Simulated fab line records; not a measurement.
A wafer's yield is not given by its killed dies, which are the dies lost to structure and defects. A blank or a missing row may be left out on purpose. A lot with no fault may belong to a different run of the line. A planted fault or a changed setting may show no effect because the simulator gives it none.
fab line records | flow sky130
record lots=12 wafers=36 last-day=49
route steps=708 shown METAL2@503 VIA2@515 METAL3@533 PAD_OPEN@708
lots untouched by any fault: they come from a run of this same line in which no faults occurred
start-h: the number of hours between the record's first day and the start of the first shown wafer of the lot | wait-h: how many hours have passed since the lot's step before this one | " same as the row above | L1.1+2: one row covering several wafers at once | - either no value or no given start | * or withheld: withheld | < > ~ a bound
route shown NAME@n: a module of which the file shows steps, and the number in the route of the first | usual: mean and standard deviation over wafers with no fault | same: alike in all rows | chamber/n: place in a boat | sites: each site's reading | _std_site: the standard deviation of these | _edge_site: the outer-site mean with the inner-site mean subtracted | radius-mm: how far each site lies from the wafer's centre | mask NAME#n: copy n | behind: tool/chamber where the wafer was last shaped | hold: why the lot went on hold/how many hours it stayed there/how the hold came to an end | device: which transistor (n, p or np) failed to switch | end of line: at the end of the route, the tests of the same wafers | step lacking rows: just its recipe | killed: not the wafer's yield, but the dies lost to structure and defects at the first sort | map: per-die view of a wafer (x killed, . not killed, _ where there is no die)
set.NAME: the setting the step ran with; set.NAME@STEP: the setting that earlier step ran with | model.NAME: the simulator's own value behind a step, which no gauge read
one table for each step of the route and one row for each wafer, over a sample of lots
services: the hour from which a tool's chamber was out of use, counted from the record's first day as start-h (under 0 if before that day), plus the number of hours and why
## steps
# step SKY_METAL2_STRIP_20
# recipe chemistry=O2/N2 power-w=1400 pressure-mtorr=1500 platen-temp-c=withheld o2-flow-sccm=3000 n2-flow-sccm=300 overash-fraction=0.5
# usual drypump-motor-current-A=5.8/0.5 oes-product-au=0.343/0.0046 strip-time-to-endpoint-s=2.69/0.035
# columns lot.wafer tool chamber start-h wait-h drypump-motor-current-A oes-product-au rf-hours-counter-h strip-time-to-endpoint-s
L844.2 plasma-asher-01 1 826.75 0.1 5.3 0.348 101 2.68
L844.4 " 1 " " 5.3 0.343 - 2.69
L844.6 " 0 " " 6.1 0.349 - 2.71
L846.2 plasma-asher-02 1 831.06 0.1 6.4 0.352 9 2.69
L846.3 " 1 " " 6.4 0.343 - 2.65
L846.4 " 0 " " 5.1 0.335 - 2.69
L847.2 plasma-asher-04 1 842.60 0.1 5.8 0.344 39 2.69
L847.4 " 0 " " 5.9 0.331 - 2.67
L847.6 " 1 " " 5.7 0.341 - 2.67
L848.1 plasma-asher-04 1 850.43 0.1 5.7 0.344 40 2.69
L848.5 " 1 " " 5.8 0.337 - 2.71
L848.6 " 0 " " 5.9 0.338 - 2.69
L849.4 plasma-asher-02 1 857.19 0.1 6.4 0.349 - 2.78
L849.5 " 1 " " 6.4 0.346 - 2.77
L849.6 " 0 " " 5.1 0.340 - 2.75
L850.1 plasma-asher-01 1 862.32 0.1 5.2 0.343 104 2.68
L850.2 " 0 " " 6.1 0.352 104 2.74
L850.5 " 1 " " 5.2 0.343 - 2.76
L851.2 plasma-asher-02 0 873.35 0.1 5.1 0.340 13 2.77
L851.4 " 1 " " 6.4 0.351 - 2.70
L851.6 " 0 " " 5.1 0.342 - 2.80
L855.2 plasma-asher-04 0 905.36 0.1 5.9 0.347 45 2.66
L855.5 " 0 " " 6.0 0.343 - 2.65
L855.6 " 1 " " 5.7 0.342 - 2.66
L856.2 plasma-asher-02 0 910.65 0.1 5.1 0.340 17 2.73
L856.4 " 0 " " 5.1 0.351 - 2.72
L856.6 " 1 " " 6.4 0.333 - 2.69
L857.2 plasma-asher-02 0 941.56 0.1 5.1 0.342 20 2.68
L857.4 " 0 " " 5.1 0.348 - 2.72
L857.5 " 1 " " 6.4 0.349 - 2.69
L862.1 plasma-asher-02 0 946.41 0.1 5.1 0.351 20 2.68
L862.3 " 1 " " 6.4 0.342 - 2.69
L862.4 " 0 " " 5.1 0.347 - 2.71
L863.2 plasma-asher-02 1 949.35 0.1 6.4 0.344 21 2.72
L863.5 " 0 " " 5.1 0.339 - 2.70
L863.6 " 1 " " 6.4 0.345 - 2.69
# step SKY_VIA2_SOFTBAKE_08
# recipe temp-c=100 time-s=90 resist=KrF-thick
# usual heater-power-total-W=57.36/0.11 run-length-s=119.14/0.14
# columns lot.wafer tool chamber start-h wait-h heater-power-total-W run-length-s
L844.2 litho-track-02 0 840 - 57.19 119.10
L844.4 " 0 " " 57.40 119.30
L844.6 " 0 " " 57.39 119.25
L846.2 litho-track-02 0 845 - 57.25 119.34
L846.3 " 0 " " 57.45 119.27
L846.4 " 0 " " 57.42 119.25
L847.2 litho-track-02 0 857 - 57.46 119.15
L847.4 " 0 " " 57.27 119.22
L847.6 " 0 " " 57.40 119.16
L848.1 litho-track-02 0 865 - 57.32 119.46
L848.5 " 0 " " 57.23 119.25
L848.6 " 0 " " 57.25 119.11
L849.4 litho-track-02 0 871 - 57.24 119.15
L849.5 " 0 " " 57.34 119.28
L849.6 " 0 " " 57.28 119.13
L850.1 litho-track-02 0 876 - 57.18 119.20
L850.2 " 0 " " 57.53 119.08
L850.5 " 0 " " 57.44 119.19
L851.2 litho-track-02 0 887 - 57.34 119.19
L851.4 " 0 " " 57.32 119.27
L851.6 " 0 " " 57.48 119.08
L855.2 litho-track-02 0 919 - 57.25 119.25
L855.5 " 0 " " 57.19 119.35
L855.6 " 0 " " 57.50 119.14
L856.2 litho-track-02 0 923 - 57.27 119.11
L856.4 " 0 " " 57.49 119.14
L856.6 " 0 " " 57.49 119.28
L857.2 litho-track-03 0 954 - 57.12 119.04
L857.4 " 0 " " 57.37 118.96
L857.5 " 0 " " 57.57 118.88
L862.1 litho-track-02 0 959 - 61.07 103.33
L862.3 " 0 " " 61.30 103.34
L862.4 " 0 " " 61.32 103.19
L863.2 litho-track-02 0 963 - 61.23 103.38
L863.5 " 0 " " 60.97 103.16
L863.6 " 0 " " 61.15 103.28
# step SKY_VIA2_SPUTTER_20
# recipe material=TiN target-thk-nm=20 chamber-pressure-pa=5 power-w=4000 time-s=80
# usual throttle-valve-pct=30.1/0.9
# columns lot.wafer tool chamber start-h wait-h throttle-valve-pct
L844.2 pvd-sputter-04 - 854.33 0.0 29.9
L844.4 " - " " 30.5
L844.6 " - " " 31.3
L846.2 pvd-sputter-04 - 859.47 0.0 31.1
L846.3 " - " " 29.9
L846.4 " - " " 27.4
L847.2 pvd-sputter-03 - 871.15 0.0 30.2
L847.4 " - " " 30.4
L847.6 " - " " 30.1
L848.1 pvd-sputter-04 - 878.74 0.0 29.3
L848.5 " - " " 31.2
L848.6 " - " " 30.0
L849.4 pvd-sputter-01 - 885.35 0.0 29.7
L849.5 " - " " 29.9
L849.6 " - " " 30.1
L850.1 pvd-sputter-04 - 890.53 0.0 29.8
L850.2 " - " " 30.1
L850.5 " - " " 30.2
L851.2 pvd-sputter-01 - 901.15 0.0 30.0
L851.4 " - " " 29.3
L851.6 " - " " 30.0
L855.2 pvd-sputter-01 - 932.28 0.0 29.7
L855.5 " - " " 30.1
L855.6 " - " " 30.9
L856.2 pvd-sputter-03 - 936.92 0.0 30.2
L856.4 " - " " 30.7
L856.6 " - " " 30.5
L857.2 pvd-sputter-03 - 967.98 0.0 30.1
L857.4 " - " " 29.9
L857.5 " - " " 30.6
L862.1 pvd-sputter-01 - 973.00 0.0 30.9
L862.3 " - " " 30.1
L862.4 " - " " 30.1
L863.2 pvd-sputter-04 - 975.57 0.0 31.0
L863.5 " - " " 27.9
L863.6 " - " " 29.8
# step SKY_METAL3_SPUTTER_01
# recipe material=TiN target-thk-nm=20 power-w=6500 time-s=16.7 chamber-pressure-pa=0.4
# usual throttle-valve-pct=29.8/1.1
# columns lot.wafer tool chamber start-h wait-h throttle-valve-pct
L844.2 pvd-sputter-02 - 855.02 0.0 30.4
L844.4 " - " " 29.0
L844.6 " - " " 30.6
L846.2 pvd-sputter-03 - 860.45 0.0 30.3
L846.3 " - " " 30.0
L846.4 " - " " 30.8
L847.2 pvd-sputter-04 - 871.84 0.0 29.8
L847.4 " - " " 30.8
L847.6 " - " " 31.4
L848.1 pvd-sputter-04 - 879.47 0.0 29.9
L848.5 " - " " 27.6
L848.6 " - " " 30.0
L849.4 pvd-sputter-02 - 886.04 0.0 30.5
L849.5 " - " " 27.6
L849.6 " - " " 30.5
L850.1 pvd-sputter-02 - 891.23 0.0 29.1
L850.2 " - " " 30.5
L850.5 " - " " 29.1
L851.2 pvd-sputter-02 - 901.92 0.0 27.7
L851.4 " - " " 28.9
L851.6 " - " " 30.3
L855.2 pvd-sputter-03 - 932.97 0.0 30.2
L855.5 " - " " 30.4
L855.6 " - " " 30.6
L856.2 pvd-sputter-03 - 937.87 0.0 30.4
L856.4 " - " " 30.5
L856.6 " - " " 30.0
L857.2 pvd-sputter-03 - 968.67 0.0 30.5
L857.4 " - " " 30.4
L857.5 " - " " 30.6
L862.1 pvd-sputter-02 - 973.70 0.0 30.5
L862.3 " - " " 30.5
L862.4 " - " " 29.1
L863.2 pvd-sputter-03 - 976.26 0.0 30.8
L863.5 " - " " 30.2
L863.6 " - " " 30.7
# step SKY_PAD_OPEN_PROBE_99
# usual defect-limited-yield=82.7/2 killed_at_M0_to_M3=42/6.8 killed_at_M4_up=3.2/1.8 killed-at-contacts=25/5.4 killed-at-front-end=15/4.5 killed-at-other=0.3/0.56 killed-dies=85/9.7 killed-open=46/7.1 killed-short=39/6.5 sort_bin_3_pad_short=0.9/0.42 sort_bin_5_function=10.4/1.5 sort_bin_6_memory=6.1/1.1 sort-n-pass=407/9.7 sort-yield-pct=82.7/2
# same gross-dies=492 killed-at-back-side=0 sort_bin_4_leakage[%]=0 sort_bin_8_speed[%]=0
# columns lot.wafer tool chamber start-h wait-h defect-limited-yield[%] killed_at_M0_to_M3 killed_at_M4_up killed-at-contacts killed-at-front-end killed-at-other killed-dies killed-open killed-short sort_bin_3_pad_short[%] sort_bin_5_function[%] sort_bin_6_memory[%] sort-n-pass sort-yield-pct[%]
L846.2 prober-01 - 1086.53 0.1 82.5 46 3 22 14 1 86 43 43 0.2 10.6 6.7 406 82.5
L846.3 prober-01 - 1086.58 0.2 82.7 42 4 27 12 0 85 33 52 1.4 10.6 5.3 407 82.7
L846.4 prober-01 - 1086.63 0.2 82.3 37 5 22 23 0 87 47 40 0.8 11.0 5.9 405 82.3
# killed by level:class
L846.2 CONTACT:geometric-particle:open=10 METAL1:geometric-particle:short=8 VIA1:geometric-particle:open=8 METAL2:geometric-particle:short=8 VIA3:geometric-particle:open=7 LOCAL_INTERCONNECT:geometric-particle:short=4 VIA2:geometric-particle:short=4 FIELD_ISO:geometric-particle:open=3
L846.3 LI_CONTACT:geometric-particle:open=8 METAL2:geometric-particle:short=8 METAL3:geometric-particle:short=7 LI_CONTACT:geometric-particle:short=5 CONTACT:geometric-particle:open=5 CONTACT:geometric-particle:short=5 VIA2:geometric-particle:open=5 LOCAL_INTERCONNECT:geometric-particle:short=4
L846.4 POLY_GATE:geometric-particle:short=7 CONTACT:geometric-particle:open=7 CONTACT:geometric-particle:short=7 LI_CONTACT:geometric-particle:open=6 VIA1:geometric-particle:open=6 METAL2:geometric-particle:open=6 VIA3:geometric-particle:open=6 FIELD_ISO:geometric-particle:open=5
## services
# columns tool chamber start-h hours kind
pvd-sputter-03 - 814.06 7.5 repair
pvd-sputter-01 - 822.19 1.8 repair
litho-track-03 - 838.29 - consumable-replace:filter
pvd-sputter-01 - 857.49 0.5 repair
litho-track-03 - 881.64 - consumable-replace:filter
pvd-sputter-02 - 891.58 9.5 repair
pvd-sputter-01 - 897.41 1.5 repair
plasma-asher-04 - 906.97 2.8 pm
pvd-sputter-03 - 918.92 2.0 repair
pvd-sputter-04 - 918.99 4.4 repair
plasma-asher-02 - 947.82 1.1 repair
plasma-asher-02 - 951.98 23.5 repair
pvd-sputter-01 - 957.61 5.0 repair
pvd-sputter-04 - 958.79 6.9 repair
plasma-asher-02 - 975.45 28.1 pm
## key
first-sign step=SKY_VIA2_SOFTBAKE_08 reading=run-length-s direction=down sigmas=99+ usual=* struck=*
effect step=SKY_VIA2_SOFTBAKE_08 reading=heater-power-total-W direction=up sigmas=34 usual=* struck=*
met-at SKY_VIA2_SOFTBAKE_08
struck-lots L862,L863
not-acting-at SKY_METAL2_STRIP_20,SKY_VIA2_SPUTTER_20,SKY_METAL3_SPUTTER_01
onset-between 923 959
fault kind=process-parameter-drift tool=litho-track-02 chamber=- onset-h=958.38 steps=SKY_VIA2_SOFTBAKE_08 channel=time-s offset=* shape=step end-h=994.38 acts-in=* stated=*
